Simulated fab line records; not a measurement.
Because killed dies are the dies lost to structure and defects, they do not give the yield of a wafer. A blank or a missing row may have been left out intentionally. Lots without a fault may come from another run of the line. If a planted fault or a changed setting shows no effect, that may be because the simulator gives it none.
A lot that was struck, set against a sound lot	flow sky130	18 out of 708 route steps
Sound: wafers L402.1, L402.3, L402.6. Wafers L409.2, L409.3 were the ones struck. At the end, the cause is stated.
At each step with rows: each side's tool, then ch and its chambers, then its first start. Under that, the readings that differ: sound wafers	struck wafers	difference of the means	sigmas: that difference in standard deviations of wafers without a fault.
alike: readings whose means differ by less than 2 such deviations, and words and numbers that are the same on both sides. not compared: withheld readings, readings that some wafer has no value for, bounds like >300 that may hide the same value, and numbers for which the record gives no deviation and whose values overlap.
Wherever a step has rows on one side only, a row that says differs or no value, or a row with sigmas, the two part there. When numbers do not overlap yet have no deviation, they are printed without sigmas and do not part them. A reading missing from all wafers of one side parts the sides only when that side holds two or more wafers.

first, 4 steps without rows for these wafers: SKY_VT_ADJUST_PCH_SOFTBAKE_03; SKY_VT_ADJUST_PCH_EXPOSE_04 (exposes mask NWM, target cd 840 nm); SKY_VT_ADJUST_PCH_PEB_05; SKY_VT_ADJUST_PCH_DEVELOP_06 (develop time 60 s).
SKY_VT_ADJUST_PCH_OVL_MEAS_07:
  sound: overlay-01 at day 13 05:34; struck: overlay-01 at day 15 01:22
  alike: VT_ADJUST_PCH_OVL
then, 1 step without rows for these wafers: SKY_VT_ADJUST_PCH_IMPLANT_08.
SKY_VT_ADJUST_PCH_STRIP_09: strips in O2/N2.
  sound on plasmaAsher-04 ch 0,1, day 13 05:46; struck on plasmaAsher-04 ch 0,1, day 15 01:39
  alike: chamberPressureMTorr, drypumpMotorCurrentA, oesProductAu, stripTimeToEndpointS
  not compared: rfHoursCounterH
SKY_VT_ADJUST_PCH_TW_MEAS_10:
  sound: filmMetro-01 at day 13 05:52; struck: filmMetro-01 at day 15 01:46
  alike: VT_ADJUST_PCH_TW
then, 4 steps without rows for these wafers: SKY_SONOS_TUNNEL_DEHYDRATE_00 (time 60 s); SKY_SONOS_TUNNEL_HMDS_01 (prime time 60 s); SKY_SONOS_TUNNEL_COAT_02 (resist thk 1140 nm); SKY_SONOS_TUNNEL_SOFTBAKE_03 (time 60 s).
SKY_SONOS_TUNNEL_EXPOSE_04: exposes mask TUNM, target cd 410 nm.
  sound on ilineStepper-01 ch 0, day 13 18:55; struck on ilineStepper-01 ch 0, day 15 16:00
  alike: mask, reticleTempC
then, 2 steps without rows for these wafers: SKY_SONOS_TUNNEL_PEB_05; SKY_SONOS_TUNNEL_DEVELOP_06 (develop time 60 s).
SKY_SONOS_TUNNEL_CD_MEAS_07: the cd target is 410 nm.
  sound: cdSem-01 at day 14 08:00; struck: cdSem-02 at day 16 06:02
reading	sound	struck	difference	sigmas
cdNm (nm)	406.8 404.0 407.5	418.9 420.5	+13.6	+5
SKY_SONOS_TUNNEL_OVL_MEAS_08:
  sound: overlay-02 at day 14 08:07; struck: overlay-02 at day 16 06:09
  alike: SONOS_TUNNEL_OVL
-- here the record skips 33 days between the struck wafers' starts before and after, leaving off in module SONOS_TUNNEL and picking up in module PAD_OPEN (first step shown: number 708 of the route) --
SKY_PAD_OPEN_PROBE_99:
  sound: prober-01 at day 48 08:56; struck: prober-02 at day 49 10:50
  alike: killed_at_M0_to_M3, killed_at_M4_up, killedAtContacts, killedAtFrontEnd, killedAtOther, killedDies, killedOnRim, killedOpen, killedShort

== WHERE THEY PART ==
At SKY_SONOS_TUNNEL_CD_MEAS_07 and nowhere else, as far as this record goes. Later steps at which nothing parts them and some readings are alike: SKY_SONOS_TUNNEL_OVL_MEAS_08, SKY_PAD_OPEN_PROBE_99.

WHY: whatever the simulator had introduced
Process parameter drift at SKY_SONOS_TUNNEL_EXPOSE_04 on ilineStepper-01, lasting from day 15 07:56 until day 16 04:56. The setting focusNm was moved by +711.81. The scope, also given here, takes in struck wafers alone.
